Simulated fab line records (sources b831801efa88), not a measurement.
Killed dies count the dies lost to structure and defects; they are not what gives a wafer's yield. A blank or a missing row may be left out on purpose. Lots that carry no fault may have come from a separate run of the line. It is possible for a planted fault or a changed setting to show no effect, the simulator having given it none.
Chamber matching || flow sky130 || SKY_VIA1_CMP_02 on cmp-02 has 4 sister chambers
The step polishes SiO2. 4 wafers are shown with their chamber, then 8 later ones without.

WAFERS PAIRED WITH THEIR CHAMBERS
{"wafer": "L627.6", "chamber": 3, "motor-current-A (A)": 11.4}
{"wafer": "L632.3", "chamber": 2, "motor-current-A (A)": 13.1}
{"wafer": "L632.5", "chamber": 0, "motor-current-A (A)": 10.6}
{"wafer": "L634.1", "chamber": 1, "motor-current-A (A)": 11.7}

WAFERS WHOSE CHAMBER IS MISSING
{"wafer": "L634.2", "motor-current-A (A)": 13.0}
{"wafer": "L634.3", "motor-current-A (A)": 10.1}
{"wafer": "L635.4", "motor-current-A (A)": 13.1}
{"wafer": "L635.5", "motor-current-A (A)": 10.7}
{"wafer": "L635.6", "motor-current-A (A)": 13.0}
{"wafer": "L636.2", "motor-current-A (A)": 11.0}
{"wafer": "L636.3", "motor-current-A (A)": 11.1}
{"wafer": "L636.6", "motor-current-A (A)": 10.9}

WHICH CHAMBER EACH ONE RAN IN
{"wafer": "L634.2", "from the rows above": 2, "in truth": 2}
{"wafer": "L634.3", "from the rows above": 0, "in truth": 0}
{"wafer": "L635.4", "from the rows above": 2, "in truth": 2}
{"wafer": "L635.5", "from the rows above": 0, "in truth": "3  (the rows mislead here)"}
{"wafer": "L635.6", "from the rows above": 2, "in truth": 2}
{"wafer": "L636.2", "from the rows above": "can't be placed: 0 or 3 or 1", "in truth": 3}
{"wafer": "L636.3", "from the rows above": "can't be placed: 3 or 0 or 1", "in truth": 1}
{"wafer": "L636.6", "from the rows above": "can't be placed: 0 or 3 or 1", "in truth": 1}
Correctly placed: 4 of 8. From these rows, 3 cannot be placed; in 3 the true chamber is one of the candidates. Placed wrongly: 1.
How it was worked out, from the rows above alone: a wafer's distance from a chamber is the root of the sum, over the readings, of the square of ((its reading less the chamber's mean) divided by the reading's scatter). If the next closest chamber is less than 2 further off than the closest, the wafer can't be placed; otherwise it belongs to the closest. The mean given for a chamber averages the wafers shown for that chamber. The scatter (one wafer shown for each chamber): square how far every hidden wafer sits from the nearest shown wafer, average those squares and take the square root.
